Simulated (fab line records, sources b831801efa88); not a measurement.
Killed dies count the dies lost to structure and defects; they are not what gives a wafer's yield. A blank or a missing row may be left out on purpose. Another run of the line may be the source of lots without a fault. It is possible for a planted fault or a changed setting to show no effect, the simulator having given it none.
fab line records	flow sfqLine
record: lots: 7	wafers: 19	lastDay: 82
route steps=325 shown M0@32 I0@43
lots untouched by any fault: they come from a run of this same line in which no faults occurred
startH: the number of hours between the record's first day and the start of the first shown wafer of the lot	waitH: hours elapsed since this lot's preceding step	" as in the row above	L1.1+2: one row covering several wafers at once	- no value present, or no start provided	* or withheld: withheld	< > ~ a bound
route shown NAME@n: names a module that has steps shown in the file, with the first one's number in the route	usual: mean/standard deviation of fault-free wafers	same: alike in all rows	chamber/n: place in a boat	sites: each site's reading	_std_site: standard deviation of those values	_edge_site: outer sites' mean less inner sites'	radiusMm: for every site, how far away it sits from the centre of the wafer	mask NAME#n: copy n	behind: the last tool/chamber to shape the wafer	hold: what put the lot on hold/how long, in hours/how the hold closed	device: names the non-switching transistor (n, p or np)	end of line: the same wafers' tests at the end of the route	step lacking rows: just its recipe	killed: count of dies lost to structure and defects at first sort (not the wafer's yield)	map: a wafer's dies, x killed, . not, _ none there
set.NAME: the setting as run; set.NAME@STEP: as run at that earlier step	model.NAME: the simulator's own value behind a step, which no gauge read
a table for each step, a row for each wafer; lots at some steps of the route
services: when a tool's chamber went out of use (startH, in hours from the record's first day, below 0 if earlier), for how many hours, and the reason
== steps ==
step: SFQ_TRILAYER_M0_LITHO_COAT_026
recipe: resist: BARC	spinRpm: 3000	resistThkNm: 62
step: SFQ_TRILAYER_M0_LITHO_COAT_021
recipe: resist: KrF	spinRpm: 3000	resistThkNm: 600
step: SFQ_TRILAYER_M0_LITHO_SOFTBAKE_025
recipe: tempC: withheld	timeS: withheld	resist: KrF
step: SFQ_TRILAYER_M0_LITHO_EXPOSE_022
recipe: maskId: M0	na: 0.6	sourceShape: conventional	sigmaOuter: 0.65	targetCdNm: 500	doseMj: 14.4
step: SFQ_TRILAYER_M0_LITHO_PEB_024
recipe: pebTempC: 115	pebTimeS: 60	resist: KrF
step: SFQ_TRILAYER_M0_LITHO_DEVELOP_023
recipe: timeS: 60	resist: KrF
step: SFQ_M0_OVL_MEAS_906
usual: M0_OVL: 2/5
lot.wafer	tool	chamber	startH	waitH	M0_OVL[nm]
L775.3	overlay-02	-	110.85	0.1	0
L775.4	"	-	"	"	0
L775.6	"	-	"	"	0
L779.3	overlay-01	-	136.01	0.1	-6
L779.4	"	-	"	"	-3
L779.5	"	-	"	"	-9
L784.1	overlay-01	-	170.89	0.1	-5
L784.2	"	-	"	"	-4
L784.3	"	-	"	"	-3
L785.2	overlay-01	-	174.50	0.1	-3
L785.4	"	-	"	"	3
L785.5	"	-	"	"	-5
L794.2	overlay-02	-	278.68	0.1	0
L794.3	"	-	"	"	-2
L795.2	overlay-02	-	283.48	0.1	1
L795.6	"	-	"	"	0
L798.1	overlay-02	-	302.78	0.1	6
L798.5	"	-	"	"	3
L798.6	"	-	"	"	9
step: SFQ_TRILAYER_M0_BARC_OPEN_METAL_ETCH_031
recipe: maskMaterial: PR	chemistry: O2	targetDepthNm: 125	target: BARC	icpW: 600	biasW: 80	pressureMtorr: 10	timeS: 41.7
usual: drypumpMotorCurrentA: 5.4/0.53	heBacksideLeakSccm: 3.5/0.33	oesProductAu: 0.685/0.0052	rfFwdPowerW: 593.7/2.4
same: timeS: 41.7
lot.wafer	tool	chamber	startH	waitH	drypumpMotorCurrentA	heBacksideLeakSccm	oesProductAu	rfFwdPowerW	rfHoursCounterH
L775.3	rieMetal-02	1	110.89	0.0	5.5	3.4	0.685	587.0	-
L775.4	"	0	"	"	6.5	3.7	0.688	593.8	-
L775.6	"	0	"	"	6.4	3.7	0.687	595.0	-
L779.3	rieMetal-03	1	136.05	0.0	5.0	3.3	0.680	590.7	-
L779.4	"	0	"	"	6.1	3.6	0.695	595.4	-
L779.5	"	1	"	"	5.0	3.5	0.688	591.3	-
L784.1	rieMetal-03	1	170.93	0.0	4.9	3.2	0.689	594.6	189
L784.2	"	0	"	"	6.0	3.4	0.679	594.6	151
L784.3	"	1	"	"	4.9	3.3	0.689	596.6	-
L785.2	rieMetal-03	0	174.53	0.0	6.0	3.4	0.681	597.1	151
L785.4	"	0	"	"	6.0	3.4	0.689	595.8	-
L785.5	"	0	"	"	6.0	3.4	0.690	596.5	-
L794.2	rieMetal-04	1	278.71	0.0	5.0	3.6	0.692	596.3	139
L794.3	"	0	"	"	5.3	3.4	0.678	591.2	-
L795.2	rieMetal-03	0	283.51	0.0	6.0	3.4	0.680	596.6	168
L795.6	"	1	"	"	4.9	3.2	0.685	592.3	-
L798.1	rieMetal-03	1	302.82	0.0	5.0	3.2	0.696	591.2	16
L798.5	"	1	"	"	4.9	2.9	0.684	592.7	-
L798.6	"	0	"	"	6.0	3.5	0.689	597.2	-
step: SFQ_TRILAYER_M0_ETCH_METAL_ETCH_024
recipe: target: Nb	stopOn: SiO2	maskMaterial: PR	chemistry: Cl2/Ar	targetDepthNm: 240	icpW: 600	biasW: 80	pressureMtorr: 10	timeS: 120
usual: drypumpMotorCurrentA: 5.4/0.53	heBacksideLeakSccm: 3.45/0.19	oesProductAu: 0.896/0.0071	rfFwdPowerW: 597.3/2
same: timeS: 120
lot.wafer	tool	chamber	startH	waitH	drypumpMotorCurrentA	heBacksideLeakSccm	oesProductAu	rfFwdPowerW	rfHoursCounterH
L775.3	rieMetal-02	1	110.98	0.1	5.6	3.39	0.912	591.8	-
L775.4	"	0	"	"	6.4	3.59	0.902	596.0	-
L775.6	"	0	"	"	6.4	3.65	0.913	601.6	-
L779.3	rieMetal-03	1	136.13	0.1	5.0	3.30	0.896	598.6	-
L779.4	"	0	"	"	6.0	3.38	0.890	599.1	-
L779.5	"	1	"	"	5.0	3.25	0.888	598.3	-
L784.1	rieMetal-03	1	170.99	0.0	5.0	3.58	0.882	598.5	189
L784.2	"	0	"	"	6.0	3.36	0.887	596.0	151
L784.3	"	1	"	"	4.9	3.25	0.883	599.8	-
L785.2	rieMetal-03	0	174.59	0.0	6.1	3.47	0.892	596.4	151
L785.4	"	0	"	"	6.1	3.38	0.890	598.1	-
L785.5	"	0	"	"	6.0	3.46	0.886	599.4	-
L794.2	rieMetal-04	1	278.76	0.0	5.0	3.65	0.891	600.1	139
L794.3	"	0	"	"	5.2	3.61	0.890	600.4	-
L795.2	rieMetal-03	0	283.56	0.0	6.0	3.49	0.898	603.2	168
L795.6	"	1	"	"	4.9	3.49	0.896	596.9	-
L798.1	rieMetal-03	1	302.88	0.0	5.0	3.01	0.905	596.4	16
L798.5	"	1	"	"	5.0	3.21	0.895	595.9	-
L798.6	"	0	"	"	6.0	3.50	0.896	595.9	-
step: SFQ_TRILAYER_M0_STRIP_STRIP_025
recipe: gas: O2	powerW: 200	platenTempC: 40	overashFraction: 0.65	chemistry: O2	pressureMtorr: 50
usual: drypumpMotorCurrentA: 5.4/0.54	heBacksideLeakSccm: 3.5/0.34	oesProductAu: 0.997/0.0073
lot.wafer	tool	chamber	startH	waitH	drypumpMotorCurrentA	heBacksideLeakSccm	oesProductAu	rfHoursCounterH
L775.3	rieMetal-02	1	111.26	0.2	5.6	3.3	0.995	-
L775.4	"	0	"	"	6.4	3.7	0.988	-
L775.6	"	0	"	"	6.5	3.7	0.987	-
L779.3	rieMetal-03	1	136.41	0.2	4.9	3.1	0.983	-
L779.4	"	0	"	"	6.1	3.4	0.987	-
L779.5	"	1	"	"	4.9	2.9	1.009	-
L784.1	rieMetal-03	1	171.11	0.1	5.0	3.6	1.003	189
L784.2	"	0	"	"	6.0	3.5	0.994	151
L784.3	"	1	"	"	4.9	3.3	0.999	-
L785.2	rieMetal-03	0	174.71	0.1	6.1	3.6	1.003	151
L785.4	"	0	"	"	6.0	3.5	1.000	-
L785.5	"	0	"	"	6.0	3.5	0.992	-
L794.2	rieMetal-04	1	278.89	0.1	5.0	3.6	1.002	139
L794.3	"	0	"	"	5.3	3.5	0.996	-
L795.2	rieMetal-03	0	283.69	0.1	6.0	3.5	0.985	168
L795.6	"	1	"	"	4.9	3.0	0.999	-
L798.1	rieMetal-03	1	303.00	0.1	5.0	3.1	1.001	16
L798.5	"	1	"	"	5.0	3.4	1.008	-
L798.6	"	0	"	"	6.1	3.5	0.995	-
step: SFQ_TRILAYER_M0_STRIP_SOLV_CLEAN_026
recipe: chemistry: NMP	tempC: 70	timeS: 600
step: SFQ_TRILAYER_I0_DEP_PECVD_027
recipe: material: SiO2	tempC: 150	timeS: 111.11	pressureTorr: 2.4	rfW: 183.3	precursor: SiH4/N2O	targetThkNm: 500
usual: heaterPowerOuterW: 29/8.7	heaterPowerW: 83/16	rfFwdPowerW: 182.2/0.59	runLengthS: 139.0/0.52	throttleValvePct: 24.6/0.95
lot.wafer	tool	chamber	startH	waitH	heaterPowerOuterW	heaterPowerW	rfFwdPowerW	runLengthS	throttleValvePct	model.SiO2_of_TRILAYER_I0_DEP_PECVD_027.thkNm
L775.3	pecvd-02	2	111.83	0.0	32	91	182.0	138.5	24.2	504
L775.4	"	2	"	"	21	71	182.0	138.4	24.3	510.8
L775.6	"	0	"	"	42	106	182.0	139.7	23.9	506.6
L779.3	pecvd-04	1	136.99	0.0	37	88	182.5	138.7	25.4	491
L779.4	"	0	"	"	34	93	181.9	138.7	26.7	500.6
L779.5	"	2	"	"	50	112	182.7	138.6	25.4	493.8
L784.1	pecvd-02	2	171.91	0.0	22	77	181.5	138.6	24.2	497.7
L784.2	"	1	"	"	26	86	182.4	139.5	24.9	497.1
L784.3	"	0	"	"	46	111	182.7	139.4	24.0	500.3
L785.2	pecvd-01	1	175.51	0.0	20	59	182.3	138.7	25.5	485.3
L785.4	"	1	"	"	22	64	182.6	139.0	25.4	497.8
L785.5	"	0	"	"	14	56	181.3	138.5	23.3	493
L794.2	pecvd-01	1	279.66	0.0	21	63	-	134.2	25.8	481.2
L794.3	"	0	"	"	23	69	183.1	139.6	23.5	495.6
L795.2	pecvd-01	1	284.46	0.0	26	69	-	134.8	25.7	471.4
L795.6	"	1	"	"	27	70	-	134.3	26.1	479.9
L798.1	pecvd-01	2	303.78	0.0	31	92	181.3	139.6	25.0	493
L798.5	"	0	"	"	14	58	181.4	138.7	23.7	496.9
L798.6	"	1	"	"	16	54	-	134.2	25.7	484
step: SFQ_TRILAYER_I0_CMP_CMP_028
recipe: material: SiO2	downForcePsi: 3	platenRpm: 60	padVelocityMS: 0.94248
usual: headPressurePsi: 3.000/0.0062	motorCurrentA: 10.7/0.96	platenRpm: 60.01/0.041	slurryFlowMlMin: 150.1/0.44	timeToEndpointS: 214/6.7
lot.wafer	tool	chamber	startH	waitH	headPressurePsi	motorCurrentA	platenRpm	slurryFlowMlMin	timeToEndpointS
L775.3	cmp-02	3	119.02	7.2	3.009	9.5	60.10	149.2	218
L775.4	"	0	"	"	3.008	9.3	59.98	150.5	219
L775.6	"	1	"	"	2.999	10.2	59.93	149.9	218
L779.3	cmp-01	1	137.07	0.0	2.996	12.3	60.03	150.4	211
L779.4	"	0	138.57	1.5	2.997	11.8	60.00	149.9	215
L779.5	"	1	"	"	3.008	11.8	60.02	150.3	210
L784.2	cmp-01	1	172.48	0.5	3.004	12.3	60.05	150.5	209
L784.1	"	2	"	"	3.013	9.9	60.06	150.4	208
L784.3	"	3	"	"	3.007	11.8	60.07	149.6	213
L785.2	cmp-01	3	176.08	0.5	3.006	11.0	60.06	150.3	201
L785.4	"	1	177.08	1.5	2.994	12.1	60.04	150.2	214
L785.5	"	3	178.08	2.5	2.992	11.0	60.06	151.0	207
L794.2	cmp-02	1	283.85	4.1	3.002	11.2	60.04	149.2	203
L794.3	"	2	"	"	2.993	9.1	60.00	150.1	209
L795.2	cmp-02	0	290.85	6.3	3.007	9.9	60.04	149.6	188
L795.6	"	2	291.85	7.3	2.998	9.0	59.94	150.3	191
L798.1	cmp-01	0	314.35	10.5	3.002	10.5	60.03	150.0	203
L798.5	"	1	"	"	2.997	11.6	60.05	150.3	207
L798.6	"	2	"	"	3.009	9.6	59.96	149.6	192
== services ==
tool	chamber	startH	hours	kind
cmp-02	-	97.86	5.2	pm
rieMetal-03	1	98.22	2.1	repair
pecvd-01	2	111.50	7.6	repair
rieMetal-03	-	116.44	2.8	pm
pecvd-01	2	119.92	5.4	repair
cmp-02	-	163.57	6.2	pm
rieMetal-03	1	165.27	4.8	repair
cmp-02	-	192.29	5.8	repair
rieMetal-04	1	196.96	9.6	repair
cmp-02	-	209.38	1.3	repair
cmp-01	-	212.51	0.6	repair
cmp-02	-	218.23	1.6	repair
pecvd-01	-	228.64	14.6	pm
cmp-02	-	234.85	4.0	pm
rieMetal-03	0	238.20	26.6	repair
cmp-01	-	244.54	4.2	pm
rieMetal-02	-	251.06	0.8	repair
rieMetal-03	-	262.89	1.4	pm
pecvd-01	-	264.54	0.8	repair
pecvd-01	-	273.11	0.8	repair
cmp-01	-	295.24	0.4	repair
cmp-02	-	295.67	3.9	repair
rieMetal-03	1	297.10	3.9	repair
cmp-02	-	302.00	1.8	repair
== key ==
firstSign: step: SFQ_TRILAYER_I0_DEP_PECVD_027	reading: runLengthS	direction: down	sigmas: 8.8	usual: *	struck: *
effect none on later readings
modelEffect: step: SFQ_TRILAYER_I0_DEP_PECVD_027	value: SiO2_of_TRILAYER_I0_DEP_PECVD_027.thkNm	without: 497.9	struck: 479.1
metAt SFQ_TRILAYER_I0_DEP_PECVD_027
struckWafers L794.2,L795.2,L795.6,L798.6
onsetBetween 175.51 279.66
fault: kind: processParameterDrift	tool: pecvd-01	chamber: -	onsetH: 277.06	steps: SFQ_TRILAYER_I0_DEP_PECVD_027	channel: timeS	offset: *	shape: step	endH: 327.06	scope: struckWafersOnly	actsIn: *	stated: *
